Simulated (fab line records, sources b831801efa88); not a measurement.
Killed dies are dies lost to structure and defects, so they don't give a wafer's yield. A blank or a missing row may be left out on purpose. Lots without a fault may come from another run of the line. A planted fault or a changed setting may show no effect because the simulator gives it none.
fab line records | flow gf180mcu
record lots=5 wafers=15 last_day=33
route steps=602 shown M5@527 V5@540 TOP_METAL@567
lots that met no fault: from a run of the same line without faults
start_h: hours from the record's first day to the start of the lot's first wafer shown | wait_h: hours since the lot's step before | " the same as in the row above | L1.1+2: a row that stands for several wafers | - no value, or no start given | * or withheld: withheld | < > ~ a bound
route shown NAME@n: a module of which the file shows steps, and the number in the route of the first | usual: mean/standard deviation of fault-free wafers | same: alike in all rows | chamber/n: place in a boat | sites: the reading at each site | _std_site: their standard deviation | _edge_site: outer sites' mean less inner sites' | radius_mm: how far each site lies from the wafer's centre | mask NAME#n: copy n | behind: the tool/chamber that last shaped the wafer | hold: why the lot was held/for how many hours/how that ended | device: the transistor (n, p or np) that didn't switch | end of line: the same wafers' tests at the end of the route | a step without rows: its recipe alone | killed: dies lost to structure and defects at the first sort, not the wafer's yield | map: a wafer's dies, x killed, . not, _ none there
set.NAME: the setting as run; set.NAME@STEP: as run at that earlier step | model.NAME: the simulator's own value behind a step, which no gauge read
lots at some steps of the route; a table a step, a row a wafer
services: from which hour (start_h, from the record's first day; less than 0 if before it) a tool's chamber was out of use, for how many hours, and why
## steps
# step GF_M5_HMDS_01
# recipe prime_time_s=60 prime_temp_c=120
# columns lot.wafer tool chamber start_h wait_h
L078.1+3+5 litho_track-03 0 617.02 0.1
L084.2+4+5 litho_track-03 0 686.85 0.1
L090.1+3+6 litho_track-02 0 707.35 0.1
L092.1+2+5 litho_track-03 0 723.52 0.1
L093.2+3+4 litho_track-01 0 735.47 0.1
# step GF_M5_COAT_02
# recipe resist=KrF spin_rpm=withheld resist_thk_nm=1000
# columns lot.wafer tool chamber start_h wait_h
L078.1+3+5 litho_track-03 0 617.17 0.1
L084.2+4+5 litho_track-03 0 687.00 0.1
L090.1+3+6 litho_track-02 0 707.50 0.1
L092.1+2+5 litho_track-03 0 723.67 0.1
L093.2+3+4 litho_track-01 0 735.62 0.1
# step GF_M5_SOFTBAKE_03
# recipe temp_c=130 time_s=60 resist=KrF
# columns lot.wafer tool chamber start_h wait_h
L078.1+3+5 litho_track-03 0 617.32 0.1
L084.2+4+5 litho_track-03 0 687.15 0.1
L090.1+3+6 litho_track-02 0 707.65 0.1
L092.1+2+5 litho_track-03 0 723.82 0.1
L093.2+3+4 litho_track-01 0 735.77 0.1
# step GF_M5_EXPOSE_04
# recipe mask_id=Metal5 target_cd_nm=280 na=0.68 source_shape=conventional sigma_outer=0.6 dose_mj=28
# same na=0.68 sigma_outer=0.6
# columns lot.wafer tool chamber start_h wait_h mask
L078.1+3+5 krf_scanner-01 0 - - Metal5#0
L084.2+4+5 krf_scanner-02 0 - - Metal5#0
L090.1+3+6 krf_scanner-01 0 - - Metal5#0
L092.1+2+5 krf_scanner-01 0 - - Metal5#0
L093.2+3+4 krf_scanner-02 0 - - Metal5#0
# step GF_M5_PEB_05
# recipe peb_temp_c=135 peb_time_s=90 resist=KrF
# columns lot.wafer tool chamber start_h wait_h
L078.1+3+5 litho_track-02 0 - -
L084.2+4+5 litho_track-02 0 - -
L090.1+3+6 litho_track-01 0 - -
L092.1+2+5 litho_track-01 0 - -
L093.2+3+4 litho_track-03 0 - -
# step GF_M5_DEVELOP_06
# recipe develop_time_s=60 dev_temp_c=21
# columns lot.wafer tool chamber start_h wait_h
L078.1+3+5 litho_track-02 0 627.20 0.2
L084.2+4+5 litho_track-02 0 696.27 0.2
L090.1+3+6 litho_track-01 0 716.79 0.2
L092.1+2+5 litho_track-01 0 732.29 0.2
L093.2+3+4 litho_track-03 0 744.40 0.2
# step GF_M5_CD_MEAS_07
# recipe target_cd_nm=280
# usual cd_nm=279.5/1.1
# columns lot.wafer tool chamber start_h wait_h cd_nm
L078.1 cd_sem-02 - 627.35 0.1 279.0
L078.3 " - " " 279.9
L078.5 " - " " 280.8
L084.2 cd_sem-02 - 696.42 0.1 279.1
L084.4 " - " " 279.9
L084.5 " - " " 280.3
L090.1 cd_sem-02 - 716.94 0.1 280.6
L090.3 " - " " 280.1
L090.6 " - " " 280.5
L092.1 cd_sem-02 - 732.44 0.1 279.7
L092.2 " - " " 279.7
L092.5 " - " " 278.8
L093.2 cd_sem-01 - 744.54 0.1 277.0
L093.3 " - " " 276.6
L093.4 " - " " 277.0
# step GF_M5_OVL_MEAS_08
# usual M5_OVL=-2/5
# columns lot.wafer tool chamber start_h wait_h M5_OVL[nm]
L078.1 overlay-02 - 627.47 0.1 -1
L078.3 " - " " -8
L078.5 " - " " -4
L084.2 overlay-01 - 696.53 0.1 -5
L084.4 " - " " -6
L084.5 " - " " 0
L090.1 overlay-01 - 717.06 0.1 -2
L090.3 " - " " 0
L090.6 " - " " -2
L092.1 overlay-01 - 732.56 0.1 0
L092.2 " - " " -2
L092.5 " - " " -12
L093.2 overlay-02 - 744.65 0.1 3
L093.3 " - " " 12
L093.4 " - " " -4
# step GF_M5_ETCH_09
# recipe chemistry=CF4/O2 target=Si3N4 target_depth_nm=52 source_w=800 bias_w=150 pressure_mtorr=150 cf4_flow_sccm=80 O2_flow_sccm=10 time_s=11.6
# usual drypump_motor_current_A=6.1/0.34 oes_product_au=1.002/0.0093 throttle_valve_pct=5.972/0.0091
# columns lot.wafer tool chamber start_h wait_h drypump_motor_current_A oes_product_au rf_hours_counter_h throttle_valve_pct
L078.1 rie_diel-01 0 627.51 0.0 6.5 1.005 68 5.967
L078.3 " 1 " " 5.6 0.990 14 5.966
L078.5 " 1 " " 5.6 0.985 - 5.961
L084.2 rie_diel-04 2 696.56 0.0 6.3 1.009 14 5.976
L084.4 " 3 " " 6.1 1.003 2 5.970
L084.5 " 0 " " 6.3 0.994 - 5.970
L090.1 rie_diel-01 3 717.10 0.0 6.4 0.995 46 5.958
L090.3 " 0 " " 6.5 1.009 2 5.972
L090.6 " 0 " " 6.6 1.003 - 5.965
L092.1 rie_diel-04 1 732.60 0.0 6.0 0.995 11 5.981
L092.2 " 0 " " 6.3 1.004 9 5.977
L092.5 " 1 " " 6.0 1.003 - 5.999
L093.2 rie_diel-01 1 744.68 0.0 5.6 0.990 19 5.967
L093.3 " 3 " " 6.4 0.993 47 5.954
L093.4 " 1 " " 5.6 1.000 - 5.973
# step GF_M5_METAL_ETCH_10
# recipe chemistry=Cl2/BCl3 mask_material=KrF target_depth_nm=750.8 stop_on=SiO2 pressure_mtorr=8 icp_w=800 bias_w=140 Cl2_flow_sccm=80 bcl3_flow_sccm=40 time_s=125.1
# usual drypump_motor_current_A=5.4/0.39 oes_product_au=0.988/0.0067 throttle_valve_pct=28.233/0.011
# columns lot.wafer tool chamber start_h wait_h drypump_motor_current_A oes_product_au rf_hours_counter_h throttle_valve_pct
L078.1 rie_metal-04 0 627.53 0.0 5.1 0.986 11 28.230
L078.3 " 1 " " 4.9 0.997 - 28.223
L078.5 " 0 " " 5.2 0.992 - 28.221
L084.2 rie_metal-04 1 696.58 0.0 4.9 0.991 15 28.230
L084.4 " 0 " " 5.1 0.993 - 28.222
L084.5 " 1 " " 4.9 0.984 - 28.218
L090.1 rie_metal-02 0 717.12 0.0 5.3 0.995 2 28.242
L090.3 " 1 " " 5.8 0.994 - 28.249
L090.6 " 1 " " 5.8 0.994 - 28.219
L092.1 rie_metal-04 0 732.62 0.0 5.1 0.986 15 28.246
L092.2 " 0 " " 5.1 0.982 - 28.233
L092.5 " 0 " " 5.2 0.990 - 28.234
L093.2 rie_metal-04 1 744.70 0.0 4.9 0.986 0 28.230
L093.3 " 0 " " 5.1 0.978 - 28.233
L093.4 " 1 " " 4.9 0.991 - 28.241
# step GF_M5_STRIP_11
# recipe chemistry=O2/N2 power_w=1400 pressure_mtorr=1500 platen_temp_c=250 o2_flow_sccm=3000 n2_flow_sccm=300 overash_fraction=0.5
# usual drypump_motor_current_A=5.6/0.39 heater_power_w=335/29 oes_product_au=0.524/0.005 strip_time_to_endpoint_s=7.06/0.048
# columns lot.wafer tool chamber start_h wait_h drypump_motor_current_A heater_power_w oes_product_au rf_hours_counter_h strip_time_to_endpoint_s
L078.1 plasma_asher-01 1 627.66 0.1 6.0 356 0.521 81 7.07
L078.3 " 1 " " 6.0 350 0.523 - 7.03
L078.5 " 1 " " 6.0 346 0.527 - 7.04
L084.2 plasma_asher-01 1 696.71 0.1 6.0 364 0.525 89 7.06
L084.4 " 1 " " 6.0 356 0.522 - 7.08
L084.5 " 0 " " 5.7 309 0.526 - 7.07
L090.1 plasma_asher-03 1 717.25 0.1 5.1 351 0.515 113 6.99
L090.3 " 0 " " 5.4 355 0.527 - 7.05
L090.6 " 0 " " 5.5 344 0.520 - 7.05
L092.1 plasma_asher-03 1 732.88 0.2 5.1 354 0.524 115 7.08
L092.2 " 0 " " 5.5 349 0.524 115 7.08
L092.5 " 0 " " 5.5 343 0.525 - 7.04
L093.2 plasma_asher-01 0 744.83 0.1 5.7 303 0.537 94 7.00
L093.3 " 1 " " 6.0 355 0.513 - 7.05
L093.4 " 0 " " 5.7 311 0.522 - 7.05
# step GF_M5_STRIP_12
# recipe chemistry=post_etch_residue_remover time_s=1200 temp_c=72.5
# columns lot.wafer tool chamber start_h wait_h
L078.1+3+5 wet_bench-02 2 627.76 0.1
L084.2+4+5 wet_bench-04 2 696.81 0.1
L090.1+3+6 wet_bench-01 3 717.35 0.1
L092.1+2+5 wet_bench-02 1 732.98 0.1
L093.2+3+4 wet_bench-02 1 744.93 0.1
# step GF_M5_CLEAN_13
# recipe chemistry=DIW dry=n2_spin
# columns lot.wafer tool chamber start_h wait_h
L078.1+3+5 wet_bench-01 1 628.13 0.0
L084.2+4+5 wet_bench-01 0 697.15 0.0
L090.1+3+6 wet_bench-02 1 717.72 0.0
L092.1+2+5 wet_bench-01 1 733.35 0.0
L093.2+3+4 wet_bench-02 3 745.30 0.0
# step GF_V5_CVD_00
# recipe material=SiO2 target_thk_nm=300 sigma_open_frac=0.3 temp_c=400 time_s=50 sih4_flow_sccm=60 pressure_mtorr=6
# usual pressure_mtorr=6.000/0.012
# columns lot.wafer tool chamber start_h wait_h pressure_mtorr
L078.1 hdpcvd-01 2 628.22 0.0 5.991
L078.3 " 1 " " 6.000
L078.5 " 1 " " 5.990
L084.2 hdpcvd-02 2 697.25 0.0 6.012
L084.4 " 2 " " 6.009
L084.5 " 1 " " 5.992
L090.1 hdpcvd-01 0 717.81 0.0 5.984
L090.3 " 1 " " 6.012
L090.6 " 0 " " 6.001
L092.1 hdpcvd-01 2 733.45 0.0 5.990
L092.2 " 0 " " 5.991
L092.5 " 1 " " 6.000
L093.2 hdpcvd-02 0 745.40 0.0 5.999
L093.3 " 1 " " 5.998
L093.4 " 1 " " 6.010
# step GF_V5_THK_MEAS_01
# recipe reads=SiO2_of_V5_CVD_00
# usual V5_CVD_00_THK=302/4
# columns lot.wafer tool chamber start_h wait_h V5_CVD_00_THK[nm]
L078.1 film_metro-02 - 628.27 0.0 309
L078.3 " - " " 302
L078.5 " - " " 302
L084.2 film_metro-03 - 697.30 0.0 298
L084.4 " - " " 301
L084.5 " - " " 303
L090.1 film_metro-02 - 717.86 0.0 300
L090.3 " - " " 299
L090.6 " - " " 297
L092.1 film_metro-03 - 733.49 0.0 307
L092.2 " - " " 303
L092.5 " - " " 306
L093.2 film_metro-04 - 745.46 0.0 301
L093.3 " - " " 296
L093.4 " - " " 297
# step GF_V5_CVD_02
# recipe material=SiO2 target_thk_nm=1450 precursor=TEOS temp_c=400 time_s=163.28 rf_w=600
# usual heater_power_w=618/89
# columns lot.wafer tool chamber start_h wait_h heater_power_w
L078.1 pecvd-02 2 628.33 0.1 549
L078.3 " 1 " " 656
L078.5 " 2 " " 626
L084.2 pecvd-02 0 697.35 0.0 742
L084.4 " 2 " " 518
L084.5 " 1 " " 538
L090.1 pecvd-04 1 717.92 0.1 745
L090.3 " 2 " " 470
L090.6 " 2 " " 562
L092.1 pecvd-02 0 733.55 0.1 790
L092.2 " 1 " " 645
L092.5 " 0 " " 642
L093.2 pecvd-03 1 745.51 0.0 624
L093.3 " 2 " " 711
L093.4 " 0 " " 518
# step GF_V5_THK_MEAS_03
# recipe reads=SiO2_of_V5_CVD_02
# usual V5_CVD_02_THK=1448/20
# columns lot.wafer tool chamber start_h wait_h V5_CVD_02_THK[nm]
L078.1 film_metro-03 - 628.44 0.1 1434
L078.3 " - " " 1416
L078.5 " - " " 1468
L084.2 film_metro-03 - 697.47 0.1 1448
L084.4 " - " " 1469
L084.5 " - " " 1464
L090.1 film_metro-04 - 718.02 0.1 1440
L090.3 " - " " 1468
L090.6 " - " " 1475
L092.1 film_metro-02 - 733.66 0.1 1462
L092.2 " - " " 1452
L092.5 " - " " 1480
L093.2 film_metro-03 - 745.63 0.1 1427
L093.3 " - " " 1404
L093.4 " - " " 1437
# step GF_V5_CMP_04
# recipe material=SiO2 down_force_psi=4 platen_rpm=60 pad_velocity_m_s=0.94248
# usual motor_current_A=12.1/1.2
# columns lot.wafer tool chamber start_h wait_h motor_current_A
L078.1 cmp-02 0 628.50 0.1 12.7
L078.3 " 1 " " 11.8
L078.5 " 0 " " 12.4
L084.2 cmp-02 0 697.57 0.1 13.6
L084.4 " 1 " " 11.3
L084.5 " 0 " " 12.7
L090.3 cmp-01 2 718.31 0.3 12.0
L090.1 " 1 " " 13.6
L090.6 " 2 " " 12.0
L092.2 cmp-02 3 733.82 0.1 12.1
L092.1 " 0 " " 13.0
L092.5 " 1 " " 11.3
L093.4 cmp-02 0 745.73 0.1 13.9
L093.3 " 1 " " 12.0
L093.2 " 2 " " 12.8
# step GF_V5_BOW_MEAS_05
# recipe mode=bow
# usual V5_BOW=135/9.8
# columns lot.wafer tool chamber start_h wait_h V5_BOW[um]
L078.1 film_metro-03 - 628.80 0.2 132
L078.3 " - " " 145
L078.5 " - " " 132
L084.2 film_metro-02 - 697.84 0.2 133
L084.4 " - " " 132
L084.5 " - " " 147
L090.1 film_metro-04 - 718.61 0.1 125
L090.3 " - " " 130
L090.6 " - " " 134
L092.1 film_metro-04 - 734.02 0.1 130
L092.2 " - " " 126
L092.5 " - " " 132
L093.2 film_metro-04 - 746.00 0.1 141
L093.3 " - " " 147
L093.4 " - " " 148
# step GF_V5_DEHYDRATE_06
# recipe temp_c=200 time_s=60
# columns lot.wafer tool chamber start_h wait_h
L078.1+3+5 litho_track-01 0 638.74 9.9
L084.2+4+5 litho_track-01 0 706.57 8.7
L090.1+3+6 litho_track-04 0 726.63 8.0
L092.1+2+5 litho_track-02 0 741.75 7.7
L093.2+3+4 litho_track-02 0 754.12 8.1
# step GF_V5_HMDS_07
# recipe prime_time_s=60 prime_temp_c=120
# columns lot.wafer tool chamber start_h wait_h
L078.1+3+5 litho_track-01 0 638.89 0.1
L084.2+4+5 litho_track-01 0 706.72 0.1
L090.1+3+6 litho_track-04 0 726.78 0.1
L092.1+2+5 litho_track-02 0 741.90 0.1
L093.2+3+4 litho_track-02 0 754.27 0.1
# step GF_V5_COAT_08
# recipe resist=BARC temp_c=withheld time_s=withheld spin_rpm=withheld resist_thk_nm=withheld
# columns lot.wafer tool chamber start_h wait_h
L078.1+3+5 litho_track-01 0 639.04 0.1
L084.2+4+5 litho_track-01 0 706.87 0.1
L090.1+3+6 litho_track-04 0 726.93 0.1
L092.1+2+5 litho_track-02 0 742.05 0.1
L093.2+3+4 litho_track-02 0 754.42 0.1
# step GF_V5_COAT_09
# recipe resist=KrF spin_rpm=withheld resist_thk_nm=1000
# columns lot.wafer tool chamber start_h wait_h
L078.1+3+5 litho_track-01 0 - -
L084.2+4+5 litho_track-01 0 - -
L090.1+3+6 litho_track-04 0 - -
L092.1+2+5 litho_track-02 0 - -
L093.2+3+4 litho_track-02 0 - -
# step GF_V5_SOFTBAKE_10
# recipe temp_c=130 time_s=60 resist=KrF
# columns lot.wafer tool chamber start_h wait_h
L078.1+3+5 litho_track-01 0 - -
L084.2+4+5 litho_track-01 0 - -
L090.1+3+6 litho_track-04 0 - -
L092.1+2+5 litho_track-02 0 - -
L093.2+3+4 litho_track-02 0 - -
# step GF_V5_EXPOSE_11
# recipe mask_id=Via5 target_cd_nm=260 na=0.68 source_shape=conventional sigma_outer=0.6 dose_mj=38
# same na=0.68 sigma_outer=0.6
# columns lot.wafer tool chamber start_h wait_h mask
L078.1+3+5 krf_scanner-02 0 - - Via5#0
L084.2+4+5 krf_scanner-01 0 - - Via5#0
L090.1+3+6 krf_scanner-02 0 - - Via5#0
L092.1+2+5 krf_scanner-02 0 - - Via5#0
L093.2+3+4 krf_scanner-01 0 - - Via5#0
# step GF_V5_PEB_12
# recipe peb_temp_c=135 peb_time_s=90 resist=KrF
# columns lot.wafer tool chamber start_h wait_h
L078.1+3+5 litho_track-02 0 - -
L084.2+4+5 litho_track-04 0 - -
L090.1+3+6 litho_track-02 0 - -
L092.1+2+5 litho_track-02 0 - -
L093.2+3+4 litho_track-01 0 - -
# step GF_V5_DEVELOP_13
# recipe develop_time_s=60 resist=KrF dev_temp_c=21
# columns lot.wafer tool chamber start_h wait_h
L078.1+3+5 litho_track-02 0 649.15 0.2
L084.2+4+5 litho_track-04 0 716.65 0.2
L090.1+3+6 litho_track-02 0 735.50 0.2
L092.1+2+5 litho_track-02 0 751.20 0.2
L093.2+3+4 litho_track-01 0 762.46 0.2
# step GF_V5_CD_MEAS_14
# recipe target_cd_nm=260
# usual cd_nm=259.7/1.1
# columns lot.wafer tool chamber start_h wait_h cd_nm
L078.1 cd_sem-01 - 649.30 0.1 260.3
L078.3 " - " " 261.4
L078.5 " - " " 260.7
L084.2 cd_sem-01 - 716.80 0.1 261.8
L084.4 " - " " 260.9
L084.5 " - " " 261.3
L090.1 cd_sem-02 - 735.65 0.1 259.0
L090.3 " - " " 258.6
L090.6 " - " " 258.4
L092.1 cd_sem-02 - 751.35 0.1 258.0
L092.2 " - " " 257.6
L092.5 " - " " 257.9
L093.2 cd_sem-02 - 762.61 0.1 261.0
L093.3 " - " " 261.2
L093.4 " - " " 261.1
# step GF_V5_OVL_MEAS_15
# usual V5_OVL=1/4.3
# columns lot.wafer tool chamber start_h wait_h V5_OVL[nm]
L078.1 overlay-02 - 649.42 0.1 5
L078.3 " - " " 1
L078.5 " - " " -6
L084.2 overlay-02 - 716.90 0.1 1
L084.4 " - " " 6
L084.5 " - " " -3
L090.1 overlay-01 - 735.77 0.1 -2
L090.3 " - " " 5
L090.6 " - " " 4
L092.1 overlay-01 - 751.47 0.1 9
L092.2 " - " " -4
L092.5 " - " " 5
L093.2 overlay-01 - 762.72 0.1 2
L093.3 " - " " 4
L093.4 " - " " 0
# step GF_V5_ETCH_16
# recipe chemistry=N2/H2 target_depth_a=withheld overetch_a=withheld time_s=withheld target=BARC ion_energy_ev=200 source_w=500 bias_w=100 pressure_mtorr=30 n2_flow_sccm=100 h2_flow_sccm=200
# usual drypump_motor_current_A=5.8/0.39 oes_product_au=0.855/0.0056 throttle_valve_pct=13.225/0.0092
# columns lot.wafer tool chamber start_h wait_h drypump_motor_current_A oes_product_au throttle_valve_pct
L078.1 rie_diel-02 3 649.46 0.0 6.4 0.854 13.225
L078.3 " 2 " " 6.1 0.851 13.217
L078.5 " 3 " " 6.4 0.853 13.224
L084.2 rie_diel-02 3 716.93 0.0 6.4 0.855 13.215
L084.4 " 2 " " 6.1 0.855 13.206
L084.5 " 2 " " 6.1 0.862 13.243
L090.1 rie_diel-02 2 735.81 0.0 6.1 0.858 13.230
L090.3 " 1 " " 5.5 0.851 13.211
L090.6 " 3 " " 6.4 0.843 13.227
L092.1 rie_diel-01 0 751.51 0.0 6.6 0.849 13.225
L092.2 " 1 " " 5.6 0.858 13.217
L092.5 " 3 " " 6.4 0.854 13.226
L093.2 rie_diel-01 0 762.75 0.0 6.6 0.863 13.208
L093.3 " 1 " " 5.6 0.855 13.204
L093.4 " 2 " " 5.8 0.864 13.222
# step GF_V5_ETCH_17
# recipe chemistry=C4F8/O2/Ar mask_material=KrF target=SiO2 stop_on=TiN source_w=1500 bias_w=1200 pressure_mtorr=40 c4f8_flow_sccm=withheld O2_flow_sccm=6 Ar_flow_sccm=300 time_s=withheld target_depth_a=8550
# usual oes_product_au=0.859/0.0049
# columns lot.wafer tool chamber start_h wait_h oes_product_au
L078.1 rie_diel-02 3 - - 0.861
L078.3 " 2 " " 0.858
L078.5 " 3 " " 0.862
L084.2 rie_diel-02 3 - - 0.864
L084.4 " 2 " " 0.849
L084.5 " 2 " " 0.857
L090.1 rie_diel-02 2 - - 0.869
L090.3 " 1 " " 0.852
L090.6 " 3 " " 0.861
L092.1 rie_diel-01 0 - - 0.861
L092.2 " 1 " " 0.856
L092.5 " 3 " " 0.865
L093.2 rie_diel-01 0 - - 0.866
L093.3 " 1 " " 0.856
L093.4 " 2 " " 0.860
# step GF_V5_STRIP_18
# recipe chemistry=O2/N2 power_w=1400 pressure_mtorr=1500 platen_temp_c=250 o2_flow_sccm=3000 n2_flow_sccm=300 overash_fraction=0.5
# usual drypump_motor_current_A=5.93/0.25 heater_power_w=331/44 oes_product_au=0.569/0.0056
# columns lot.wafer tool chamber start_h wait_h drypump_motor_current_A heater_power_w oes_product_au rf_hours_counter_h
L078.1 plasma_asher-01 0 649.61 - 5.71 306 0.561 83
L078.3 " 1 " " 5.97 345 0.568 -
L078.5 " 1 " " 6.00 349 0.569 -
L084.2 plasma_asher-02 0 717.08 - 5.89 410 0.565 66
L084.4 " 0 " " 5.91 414 0.568 -
L084.5 " 0 " " 5.93 412 0.565 -
L090.1 plasma_asher-04 1 735.96 - 6.25 283 0.563 29
L090.3 " 1 " " 6.25 277 0.576 -
L090.6 " 1 " " 6.24 284 0.575 -
L092.1 plasma_asher-04 1 751.66 - 6.25 276 0.569 31
L092.2 " 0 " " 5.55 346 0.575 31
L092.5 " 1 " " 6.24 284 0.574 -
L093.2 plasma_asher-01 1 762.90 - 6.05 352 0.566 96
L093.3 " 1 " " 5.99 347 0.577 -
L093.4 " 0 " " 5.69 305 0.566 -
# step GF_V5_STRIP_19
# recipe chemistry=post_etch_residue_remover time_s=1200 temp_c=72.5
# columns lot.wafer tool chamber start_h wait_h
L078.1+3+5 wet_bench-02 1 649.71 0.1
L084.2+4+5 wet_bench-03 1 717.18 0.1
L090.1+3+6 wet_bench-03 0 736.06 0.1
L092.1+2+5 wet_bench-02 2 751.76 0.1
L093.2+3+4 wet_bench-02 1 763.00 0.1
# step GF_V5_CLEAN_20
# recipe chemistry=DIW dry=n2_spin
# columns lot.wafer tool chamber start_h wait_h
L078.1+3+5 wet_bench-01 0 650.05 0.0
L084.2+4+5 wet_bench-03 3 717.53 0.0
L090.1+3+6 wet_bench-02 1 736.43 0.0
L092.1+2+5 wet_bench-03 1 752.13 0.0
L093.2+3+4 wet_bench-03 3 763.34 0.0
# step GF_V5_SPUTTER_21
# recipe material=Ti target_thk_nm=15 chamber_pressure_pa=5 power_w=2500 substrate_temp_c=200 time_s=80.02
# usual chamber_pressure_pa=5.000/0.0087 throttle_valve_pct=29.7/1.2
# columns lot.wafer tool chamber start_h wait_h chamber_pressure_pa throttle_valve_pct
L078.1 pvd_sputter-01 - 650.14 0.0 4.989 31.5
L078.3 " - " " 4.993 30.5
L078.5 " - " " 5.004 28.8
L084.2 pvd_sputter-04 - 717.62 0.0 5.005 31.2
L084.4 " - " " 4.992 29.7
L084.5 " - " " 4.999 30.1
L090.1 pvd_sputter-03 - 736.53 0.0 4.994 29.1
L090.3 " - " " 5.012 27.9
L090.6 " - " " 5.015 27.6
L092.1 pvd_sputter-03 - 752.23 0.0 5.001 29.9
L092.2 " - " " 4.994 28.2
L092.5 " - " " 4.999 29.1
L093.2 pvd_sputter-04 - 763.44 0.0 4.990 30.0
L093.3 " - " " 4.998 31.5
L093.4 " - " " 4.991 29.4
# step GF_V5_SPUTTER_22
# recipe material=TiN target_thk_nm=10 chamber_pressure_pa=5 power_w=4000 time_s=40
# usual chamber_pressure_pa=5.000/0.0095 throttle_valve_pct=29.7/1.2
# columns lot.wafer tool chamber start_h wait_h chamber_pressure_pa throttle_valve_pct
L078.1 pvd_sputter-01 - 650.20 0.0 5.019 31.5
L078.3 " - " " 4.998 30.5
L078.5 " - " " 5.004 28.8
L084.2 pvd_sputter-04 - 717.68 0.0 5.000 31.3
L084.4 " - " " 4.988 29.6
L084.5 " - " " 4.993 29.9
L090.1 pvd_sputter-03 - 736.59 0.0 5.000 28.6
L090.3 " - " " 5.007 28.3
L090.6 " - " " 4.995 27.8
L092.1 pvd_sputter-03 - 752.29 0.0 5.014 30.2
L092.2 " - " " 4.993 28.1
L092.5 " - " " 4.993 28.9
L093.2 pvd_sputter-04 - 763.50 0.0 4.993 30.0
L093.3 " - " " 5.008 31.4
L093.4 " - " " 5.013 29.6
# step GF_V5_CVD_23
# recipe material=W target_thk_nm=350 time_s=104.9 temp_c=400 pressure_torr=40
# usual heater_power_w=871/87
# columns lot.wafer tool chamber start_h wait_h heater_power_w
L078.1 cvd_w-01 0 650.24 0.0 947
L078.3 " 0 " " 958
L078.5 " 1 " " 768
L084.2 cvd_w-02 0 717.72 0.0 956
L084.4 " 1 " " 798
L084.5 " 0 " " 953
L090.1 cvd_w-01 1 736.63 0.0 767
L090.3 " 1 " " 774
L090.6 " 0 " " 963
L092.1 cvd_w-02 1 752.33 0.0 826
L092.2 " 0 " " 959
L092.5 " 1 " " 819
L093.2 cvd_w-01 1 763.54 0.0 766
L093.3 " 0 " " 978
L093.4 " 1 " " 772
# step GF_V5_RS_MEAS_24
# recipe thk_meas_gauge=four-point-probe reads=W_of_V5_CVD_23+TiN_of_V5_SPUTTER_22+Ti_of_V5_SPUTTER_21
# usual V5_W_RS=0.324/0.0041
# columns lot.wafer tool chamber start_h wait_h V5_W_RS[ohm/sq]
L078.1 film_metro-04 - 650.36 0.1 0.326
L078.3 " - " " 0.327
L078.5 " - " " 0.330
L084.2 film_metro-03 - 717.85 0.1 0.323
L084.4 " - " " 0.320
L084.5 " - " " 0.324
L090.1 film_metro-04 - 736.74 0.1 0.331
L090.3 " - " " 0.332
L090.6 " - " " 0.327
L092.1 film_metro-02 - 752.44 0.1 0.316
L092.2 " - " " 0.324
L092.5 " - " " 0.316
L093.2 film_metro-02 - 763.67 0.1 0.328
L093.3 " - " " 0.321
L093.4 " - " " 0.327
# step GF_V5_THK_MEAS_25
# recipe thk_meas_gauge=xrf reads=W_of_V5_CVD_23
# usual V5_W_THK=350/6.4
# columns lot.wafer tool chamber start_h wait_h V5_W_THK[nm]
L078.1 film_metro-04 - 650.48 0.1 350
L078.3 " - " " 350
L078.5 " - " " 344
L084.2 film_metro-03 - 717.96 0.1 349
L084.4 " - " " 350
L084.5 " - " " 347
L090.1 film_metro-04 - 736.86 0.1 345
L090.3 " - " " 342
L090.6 " - " " 351
L092.1 film_metro-02 - 752.56 0.1 365
L092.2 " - " " 354
L092.5 " - " " 365
L093.2 film_metro-02 - 763.78 0.1 351
L093.3 " - " " 358
L093.4 " - " " 353
# step GF_V5_CMP_26
# recipe stop_on=SiO2 down_force_psi=3.5 platen_rpm=60 t_overpolish_s=15 target_thk_nm=0 pad_velocity_m_s=0.94248
# usual motor_current_A=11.0/1.1 overpolish_run_s=15.000/0.008 time_to_endpoint_s=87/4.8
# columns lot.wafer tool chamber start_h wait_h motor_current_A overpolish_run_s time_to_endpoint_s
L078.3 cmp-02 3 650.59 0.1 11.1 15.005 85
L078.1 " 0 " " 11.4 15.015 89
L078.5 " 3 " " 10.9 14.997 84
L084.2 cmp-01 0 718.01 0.0 8.6 15.002 88
L084.4 " 3 " " 11.1 15.004 89
L084.5 " 0 " " 8.4 15.002 91
L090.3 cmp-02 2 737.26 0.4 11.4 15.015 80
L090.1 " 3 " " 10.9 15.000 82
L090.6 " 0 " " 12.3 14.998 87
L092.1 cmp-01 1 752.72 0.1 12.5 15.004 87
L092.2 " 2 " " 11.4 15.015 95
L092.5 " 3 " " 10.6 15.018 90
L093.4 cmp-01 1 763.83 0.0 12.4 15.016 85
L093.3 " 2 " " 11.4 14.986 88
L093.2 " 3 " " 10.7 15.007 82
# step GF_TOP_METAL_SPUTTER_00
# recipe material=Ti target_thk_nm=37.5 arriving_ion_energy_ev=80 substrate_temp_c=200 chamber_pressure_pa=2 power_w=4000 time_s=150
# usual chamber_pressure_pa=2.000/0.0041 throttle_valve_pct=29.3/1.2
# columns lot.wafer tool chamber start_h wait_h chamber_pressure_pa throttle_valve_pct
L078.1 pvd_sputter-03 - 650.84 0.1 2.003 29.0
L078.3 " - " " 2.005 30.2
L078.5 " - " " 1.999 30.0
L084.2 pvd_sputter-03 - 718.31 0.2 1.996 30.3
L084.4 " - " " 2.000 28.2
L084.5 " - " " 1.997 28.0
L090.1 pvd_sputter-01 - 737.46 0.1 2.002 30.6
L090.3 " - " " 1.999 28.4
L090.6 " - " " 2.001 31.8
L092.1 pvd_sputter-02 - 752.92 0.1 1.996 28.5
L092.2 " - " " 2.004 28.9
L092.5 " - " " 1.995 28.5
L093.2 pvd_sputter-02 - 764.13 0.1 2.003 29.2
L093.3 " - " " 2.002 29.0
L093.4 " - " " 1.998 28.6
## services
# columns tool chamber start_h hours kind
pvd_sputter-03 - 595.16 1.3 repair
cmp-02 - 599.31 1.9 repair
rie_diel-02 0 607.27 6.7 repair
krf_scanner-01 - 611.60 0.2 repair
krf_scanner-02 - 615.73 1.3 pm
pvd_sputter-03 - 639.34 1.7 repair
krf_scanner-02 - 647.34 3.6 pm
plasma_asher-01 - 669.88 1.0 repair
krf_scanner-02 - 673.75 4.4 pm
rie_diel-02 0 678.87 8.2 repair
krf_scanner-01 - 682.28 2.2 repair
rie_diel-02 2 690.09 7.2 repair
krf_scanner-01 - 712.90 3.6 pm
cmp-02 - 715.95 0.6 repair
krf_scanner-02 - 716.64 0.8 pm
cmp-02 - 717.73 0.8 repair
rie_diel-01 0 722.73 3.1 repair
krf_scanner-01 - 729.39 1.3 pm
pvd_sputter-03 - 730.58 2.5 repair
krf_scanner-01 - 730.74 1.2 repair
cmp-02 - 731.13 2.4 repair
krf_scanner-01 - 734.77 1.0 pm
rie_diel-02 - 746.06 2.8 pm
cmp-02 - 759.05 3.0 pm
## key
fault none
